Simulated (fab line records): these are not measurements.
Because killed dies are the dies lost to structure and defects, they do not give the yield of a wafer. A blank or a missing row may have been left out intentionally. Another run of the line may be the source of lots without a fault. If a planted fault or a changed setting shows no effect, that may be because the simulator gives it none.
The tool behind it: which one? :: flow gf180mcu :: 6 lots with 18 wafers sampled at 2 steps, on a route of 602 steps

== WHAT THE GAUGES SHOWED, per wafer ==
GF_M4_CD_MEAS_14: target cd 280 nm.
lot: L439
measured: day 24 05:11
on: cd sem-01
cd nm (nm): 281.1 281.2 280.6

lot: L445
measured: day 26 01:23
on: cd sem-01
cd nm (nm): 279.4 278.6 279.8

lot: L448
measured: day 27 01:02
on: cd sem-02
cd nm (nm): 290.2 291.5 290.5 290.1 291.6 290.4

lot: L450
measured: day 28 00:29
on: cd sem-01
cd nm (nm): 281.5 282.6 283.1

lot: L456
measured: day 29 22:39
on: cd sem-02
cd nm (nm): 281.9 281.4 280.8

lot: L457
measured: day 30 13:03
on: cd sem-01
cd nm (nm): 281.2 280.5 280.6

== WHAT TOOL EACH LOT RAN ON (gives the tool, then ch and the chambers of the sampled wafers, and finally the start) ==
lot: L439
GF_M4_SOFTBAKE_10: litho track-03 ch 0, day 23 17:53

lot: L445
GF_M4_SOFTBAKE_10: litho track-03 ch 0, day 25 15:23

lot: L448
GF_M4_SOFTBAKE_10: litho track-03 ch 0, day 26 14:17

lot: L450
GF_M4_SOFTBAKE_10: litho track-04 ch 0, day 27 14:05

lot: L456
GF_M4_SOFTBAKE_10: litho track-03 ch 0, day 29 13:08

lot: L457
GF_M4_SOFTBAKE_10: litho track-03 ch 0, day 30 04:30
- GF_M4_SOFTBAKE_10: time 60 s.

== THE ANSWER, worked out from the rows above alone ==
Rule: usual is defined by the lots themselves. The widest of any qualifying gaps counts: lots, ordered by their means at a reading, are off when they make up no more than a third of the lots, leave a main group of 4 or more, and stand apart from it by 3 or more times the standard deviation of that group's means. If all means in a main group match to the digits the tables above print for the reading, that group is not used. A lot without any number at a reading at which 4 lots or more have one is off too. Where the step has rows for the other lots, those lots are counted as sound.
Off, at GF_M4_CD_MEAS_14 on cd nm: L448. For the main group the mean is 281.0 nm and the standard deviation 1.
A tool fits if, at a process step before that reading, it ran every lot that is off, and no sound lot after the first of them. The gauges at GF_M4_CD_MEAS_14 are tried like those tools. No candidate that was tried fits.

== WHAT WAS PUT IN BY THE SIMULATOR ==
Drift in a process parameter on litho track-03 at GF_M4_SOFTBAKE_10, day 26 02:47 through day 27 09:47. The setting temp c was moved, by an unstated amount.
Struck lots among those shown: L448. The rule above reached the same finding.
